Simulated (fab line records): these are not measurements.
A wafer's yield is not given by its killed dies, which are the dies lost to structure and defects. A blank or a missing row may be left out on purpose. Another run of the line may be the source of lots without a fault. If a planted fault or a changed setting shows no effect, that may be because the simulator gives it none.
What tool caused it? || flow sfqLine || 14 lots with 42 wafers sampled at 3 steps, on a route of 325 steps

== WHAT THE GAUGES READ, wafer by wafer ==
SFQ_R5_RS_MEAS_933: a four-point-probe measurement.
{"lot": "L986", "measured": "day 60 21:54", "on": "filmMetro-03", "R5_MONX_RS (ohm/sq)": "6.88 6.91 6.95"}
{"lot": "L988", "measured": "day 61 03:58", "on": "filmMetro-03", "R5_MONX_RS (ohm/sq)": "6.90 6.99 6.87"}
{"lot": "L989", "measured": "day 61 09:58", "on": "filmMetro-03", "R5_MONX_RS (ohm/sq)": "7.02 6.88 7.01"}
{"lot": "L990", "measured": "day 61 12:54", "on": "filmMetro-01", "R5_MONX_RS (ohm/sq)": "6.77 6.76 6.83"}
{"lot": "L992", "measured": "day 61 19:14", "on": "filmMetro-02", "R5_MONX_RS (ohm/sq)": "6.69 6.60 6.67"}
{"lot": "L995", "measured": "day 62 03:54", "on": "filmMetro-03", "R5_MONX_RS (ohm/sq)": "7.05 7.13 7.02"}
{"lot": "L999", "measured": "day 62 17:16", "on": "filmMetro-03", "R5_MONX_RS (ohm/sq)": "7.15 7.26 7.08"}
{"lot": "L100", "measured": "day 65 06:47", "on": "filmMetro-02", "R5_MONX_RS (ohm/sq)": "7.12 6.91 7.02"}
{"lot": "L101", "measured": "day 65 11:30", "on": "filmMetro-03", "R5_MONX_RS (ohm/sq)": "7.06 7.04 7.16"}
{"lot": "L102", "measured": "day 65 12:46", "on": "filmMetro-02", "R5_MONX_RS (ohm/sq)": "7.15 7.16 7.28"}
{"lot": "L103", "measured": "day 65 18:47", "on": "filmMetro-03", "R5_MONX_RS (ohm/sq)": "7.10 7.04 7.13"}
{"lot": "L104", "measured": "day 67 12:46", "on": "filmMetro-03", "R5_MONX_RS (ohm/sq)": "6.95 7.06 7.02"}
{"lot": "L105", "measured": "day 68 03:19", "on": "filmMetro-02", "R5_MONX_RS (ohm/sq)": "7.05 7.06 7.09"}
{"lot": "L107", "measured": "day 68 15:26", "on": "filmMetro-01", "R5_MONX_RS (ohm/sq)": "6.98 7.04 7.12"}

SFQ_R5_THK_MEAS_934: measures by xrf.
{"lot": "L986", "measured": "day 60 22:01", "on": "filmMetro-03", "R5_MONX_THK (nm)": "40.6 40.4 40.3"}
{"lot": "L988", "measured": "day 61 04:03", "on": "filmMetro-03", "R5_MONX_THK (nm)": "40.5 40.0 40.9"}
{"lot": "L989", "measured": "day 61 10:03", "on": "filmMetro-03", "R5_MONX_THK (nm)": "39.9 40.9 39.9"}
{"lot": "L990", "measured": "day 61 13:01", "on": "filmMetro-01", "R5_MONX_THK (nm)": "42.1 42.2 41.7"}
{"lot": "L992", "measured": "day 61 19:21", "on": "filmMetro-02", "R5_MONX_THK (nm)": "42.4 43.2 42.6"}
{"lot": "L995", "measured": "day 62 04:01", "on": "filmMetro-03", "R5_MONX_THK (nm)": "40.0 39.4 39.6"}
{"lot": "L999", "measured": "day 62 17:23", "on": "filmMetro-03", "R5_MONX_THK (nm)": "39.1 38.5 39.6"}
{"lot": "L100", "measured": "day 65 06:54", "on": "filmMetro-02", "R5_MONX_THK (nm)": "39.8 41.0 40.3"}
{"lot": "L101", "measured": "day 65 11:37", "on": "filmMetro-03", "R5_MONX_THK (nm)": "39.5 39.5 39.0"}
{"lot": "L102", "measured": "day 65 12:53", "on": "filmMetro-02", "R5_MONX_THK (nm)": "39.8 39.7 38.8"}
{"lot": "L103", "measured": "day 65 18:54", "on": "filmMetro-03", "R5_MONX_THK (nm)": "39.3 39.5 39.3"}
{"lot": "L104", "measured": "day 67 12:53", "on": "filmMetro-03", "R5_MONX_THK (nm)": "40.1 39.3 39.4"}
{"lot": "L105", "measured": "day 68 03:25", "on": "filmMetro-02", "R5_MONX_THK (nm)": "40.2 40.3 40.1"}
{"lot": "L107", "measured": "day 68 15:33", "on": "filmMetro-01", "R5_MONX_THK (nm)": "40.8 40.5 40.1"}

== WHICH TOOL RAN EACH LOT (tool, then ch and the chambers of the sampled wafers, then the start) ==
{"lot": "L986", "SFQ_TRILAYER_R5_DEP_SPUTTER_133": "pvdSputter-05, day 60 21:49"}
{"lot": "L988", "SFQ_TRILAYER_R5_DEP_SPUTTER_133": "pvdSputter-05, day 61 03:49"}
{"lot": "L989", "SFQ_TRILAYER_R5_DEP_SPUTTER_133": "pvdSputter-04, day 61 09:51"}
{"lot": "L990", "SFQ_TRILAYER_R5_DEP_SPUTTER_133": "pvdSputter-05, day 61 12:49"}
{"lot": "L992", "SFQ_TRILAYER_R5_DEP_SPUTTER_133": "pvdSputter-05, day 61 19:08"}
{"lot": "L995", "SFQ_TRILAYER_R5_DEP_SPUTTER_133": "pvdSputter-04, day 62 03:49"}
{"lot": "L999", "SFQ_TRILAYER_R5_DEP_SPUTTER_133": "pvdSputter-06, day 62 17:12"}
{"lot": "L100", "SFQ_TRILAYER_R5_DEP_SPUTTER_133": "pvdSputter-04, day 65 06:41"}
{"lot": "L101", "SFQ_TRILAYER_R5_DEP_SPUTTER_133": "pvdSputter-05, day 65 11:26"}
{"lot": "L102", "SFQ_TRILAYER_R5_DEP_SPUTTER_133": "pvdSputter-04, day 65 12:41"}
{"lot": "L103", "SFQ_TRILAYER_R5_DEP_SPUTTER_133": "pvdSputter-05, day 65 18:41"}
{"lot": "L104", "SFQ_TRILAYER_R5_DEP_SPUTTER_133": "pvdSputter-05, day 67 12:41"}
{"lot": "L105", "SFQ_TRILAYER_R5_DEP_SPUTTER_133": "pvdSputter-06, day 68 03:13"}
{"lot": "L107", "SFQ_TRILAYER_R5_DEP_SPUTTER_133": "pvdSputter-06, day 68 15:20"}
- SFQ_TRILAYER_R5_DEP_SPUTTER_133: material MoNx, target thk 40 nm, time 66.7 s.

== WHAT THE TOOLS THEMSELVES READ (means of the sampled wafers that have a number; where no wafer has one, the mark that the record gives instead) ==
SFQ_TRILAYER_R5_DEP_SPUTTER_133.
{"lot": "L986", "tool": "pvdSputter-05", "cathodeDcPowerW (W)": 999.91, "throttleValvePct (%)": 30.3}
{"lot": "L988", "tool": "pvdSputter-05", "cathodeDcPowerW (W)": 1000.04, "throttleValvePct (%)": 29.7}
{"lot": "L989", "tool": "pvdSputter-04", "cathodeDcPowerW (W)": 999.81, "throttleValvePct (%)": 30.3}
{"lot": "L990", "tool": "pvdSputter-05", "cathodeDcPowerW (W)": 1043.87, "throttleValvePct (%)": 29.8}
{"lot": "L992", "tool": "pvdSputter-05", "cathodeDcPowerW (W)": 1043.90, "throttleValvePct (%)": 30.2}
{"lot": "L995", "tool": "pvdSputter-04", "cathodeDcPowerW (W)": 999.88, "throttleValvePct (%)": 30.5}
{"lot": "L999", "tool": "pvdSputter-06", "cathodeDcPowerW (W)": 1000.10, "throttleValvePct (%)": 30.3}
{"lot": "L100", "tool": "pvdSputter-04", "cathodeDcPowerW (W)": 1000.07, "throttleValvePct (%)": 30.6}
{"lot": "L101", "tool": "pvdSputter-05", "cathodeDcPowerW (W)": 999.94, "throttleValvePct (%)": 29.8}
{"lot": "L102", "tool": "pvdSputter-04", "cathodeDcPowerW (W)": 1000.08, "throttleValvePct (%)": 30.6}
{"lot": "L103", "tool": "pvdSputter-05", "cathodeDcPowerW (W)": 999.93, "throttleValvePct (%)": 30.3}
{"lot": "L104", "tool": "pvdSputter-05", "cathodeDcPowerW (W)": 999.84, "throttleValvePct (%)": 30.3}
{"lot": "L105", "tool": "pvdSputter-06", "cathodeDcPowerW (W)": 999.97, "throttleValvePct (%)": 29.7}
{"lot": "L107", "tool": "pvdSputter-06", "cathodeDcPowerW (W)": 1000.17, "throttleValvePct (%)": 30.4}

== THE ANSWER, worked out from the rows above alone ==
Rule: usual is defined by the lots themselves. Put in order of their means at a reading, lots are off if they are a third of the lots or fewer, leave a main group of 4 or more, and stand apart from it by a gap of 3 or more times the standard deviation of the main group's means; of several such gaps the widest counts. Not used: any main group whose means are identical at the precision the tables above print for the reading. A lot without any number at a reading at which 4 lots or more have one is off too. Where the step has rows for the other lots, those lots are counted as sound. The gauges are gone through in route order, then the tools' own readings, and for those a lot's mean is taken as printed above. The first step at which some lot is off is used, and at that step the reading that is off furthest; a lot without a number counts as furthest.
Off: L990, L992, at SFQ_R5_THK_MEAS_934 (R5_MONX_THK). Main group: mean 39.9 nm, sd 0.5.
A tool fits if, at a process step before that reading, it ran every lot that is off, and no sound lot after the first of them. Not tried: the gauges at SFQ_R5_THK_MEAS_934; whatever is off there is also off at SFQ_TRILAYER_R5_DEP_SPUTTER_133, on other tools, and gauge error can't account for it. Not one of the candidates tried fits.

== WHAT THE SIMULATOR HAD PUT IN ==
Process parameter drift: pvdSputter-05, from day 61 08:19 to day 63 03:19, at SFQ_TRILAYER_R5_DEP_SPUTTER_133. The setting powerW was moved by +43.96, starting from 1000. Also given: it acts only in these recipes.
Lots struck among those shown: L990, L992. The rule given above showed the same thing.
